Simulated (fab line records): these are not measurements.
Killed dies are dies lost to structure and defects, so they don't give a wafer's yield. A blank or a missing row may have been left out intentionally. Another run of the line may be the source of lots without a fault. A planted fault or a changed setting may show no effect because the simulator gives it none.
Which tool did it? ; flow sky130 ; 39 wafers from 13 lots sampled at 3 of the route's 708 steps

== WHAT THE GAUGES SHOWED, per wafer ==
SKY_METAL5_RS_MEAS_05: uses a four-point probe to measure.
lot;measured;on;METAL5_ALCU_RS (ohm/sq)
L974;day 43 05:15;filmMetro-01;0.02693 0.02714 0.02779
L975;day 43 11:51;filmMetro-03;0.02716 0.02708 0.02665
L979;day 44 11:28;filmMetro-04;0.02758 0.02758 0.02726
L978;day 44 13:44;filmMetro-03;0.02705 0.02706 0.02696
L980;day 45 08:46;filmMetro-03;0.02666 0.02668 0.0272
L982;day 45 17:43;filmMetro-04;0.02727 0.02701 0.02729
L983;day 45 23:44;filmMetro-03;0.02669 0.02688 0.02699
L984;day 46 05:55;filmMetro-01;0.02698 0.02728 0.02703
L985;day 46 08:13;filmMetro-01;0.0272 0.02736 0.02725
L986;day 46 11:51;filmMetro-04;0.02664 0.02734 0.02734
L993;day 48 03:59;filmMetro-03;0.02723 0.02732 0.02701
L995;day 48 13:55;filmMetro-03;0.02682 0.02716 0.02693
L996;day 48 21:38;filmMetro-01;0.02724 0.02699 0.02737

SKY_METAL5_THK_MEAS_06: measures by xrf.
lot;measured;on;METAL5_ALCU_THK (nm)
L974;day 43 05:22;filmMetro-01;1154 1140 1115
L975;day 43 11:58;filmMetro-03;1124 1124 1141
L979;day 44 11:35;filmMetro-04;1113 1114 1123
L978;day 44 13:51;filmMetro-03;1139 1136 1141
L980;day 45 08:53;filmMetro-03;1149 1153 1132
L982;day 45 17:50;filmMetro-04;1137 1140 1132
L983;day 45 23:52;filmMetro-03;1152 1139 1144
L984;day 46 06:02;filmMetro-01;1127 1124 1128
L985;day 46 08:18;filmMetro-01;1118 1122 1121
L986;day 46 11:58;filmMetro-04;1158 1132 1123
L993;day 48 04:05;filmMetro-03;1134 1123 1144
L995;day 48 14:02;filmMetro-03;1144 1137 1148
L996;day 48 21:45;filmMetro-01;1130 1132 1118

== EACH LOT AND THE TOOL THAT RAN IT (in order: tool; ch and the chambers of the sampled wafers; start) ==
lot;SKY_METAL4_SPUTTER_01
L974;pvdSputter-03, day 40 00:03
L975;pvdSputter-03, day 40 06:55
L979;pvdSputter-02, day 41 08:40
L978;pvdSputter-03, day 41 09:26
L980;pvdSputter-02, day 42 08:48
L982;pvdSputter-02, day 42 19:45
L983;pvdSputter-02, day 43 01:44
L984;pvdSputter-02, day 43 08:10
L985;pvdSputter-02, day 43 10:11
L986;pvdSputter-02, day 43 15:05
L993;pvdSputter-04, day 45 11:02
L995;pvdSputter-03, day 45 23:17
L996;pvdSputter-03, day 46 06:14
- SKY_METAL4_SPUTTER_01: material TiN, target thk 20 nm, time 16.7 s.

== WHAT THE TOOLS THEMSELVES READ (means of the sampled wafers that have a number; where no wafer has one, the mark that the record gives instead) ==
SKY_METAL4_SPUTTER_01.
lot;tool;cathodeDcPowerW (W);throttleValvePct (%)
L974;pvdSputter-03;6500.4;30.4
L975;pvdSputter-03;6500.1;30.0
L979;pvdSputter-02;6499.9;31.2
L978;pvdSputter-03;6500.4;30.6
L980;pvdSputter-02;6500.6;31.1
L982;pvdSputter-02;6499.6;30.5
L983;pvdSputter-02;6499.7;30.8
L984;pvdSputter-02;6499.9;30.7
L985;pvdSputter-02;6501.0;29.9
L986;pvdSputter-02;6500.5;30.0
L993;pvdSputter-04;6500.2;31.3
L995;pvdSputter-03;6500.0;30.9
L996;pvdSputter-03;6499.3;30.3

== THE ANSWER, worked out from the rows above alone ==
Rule: what is usual is taken from the lots themselves. Put in order of their means at a reading, lots are off if they are a third of the lots or fewer, leave a main group of 4 or more, and stand apart from it by a gap of 3 or more times the standard deviation of the main group's means; of several such gaps the widest counts. Not used: any main group whose means are identical at the precision the tables above print for the reading. A lot without any number at a reading at which 4 lots or more have one is off too. The other lots that the step has rows for count as sound. The gauges are gone through in route order, then the tools' own readings, and for those a lot's mean is taken as printed above. At the first step where some lot is off, the reading lying furthest off is the one used; lots without a number count as furthest.
None of the lots is off at any reading shown; this tells nothing.

== WHAT THE SIMULATOR HAD PUT IN ==
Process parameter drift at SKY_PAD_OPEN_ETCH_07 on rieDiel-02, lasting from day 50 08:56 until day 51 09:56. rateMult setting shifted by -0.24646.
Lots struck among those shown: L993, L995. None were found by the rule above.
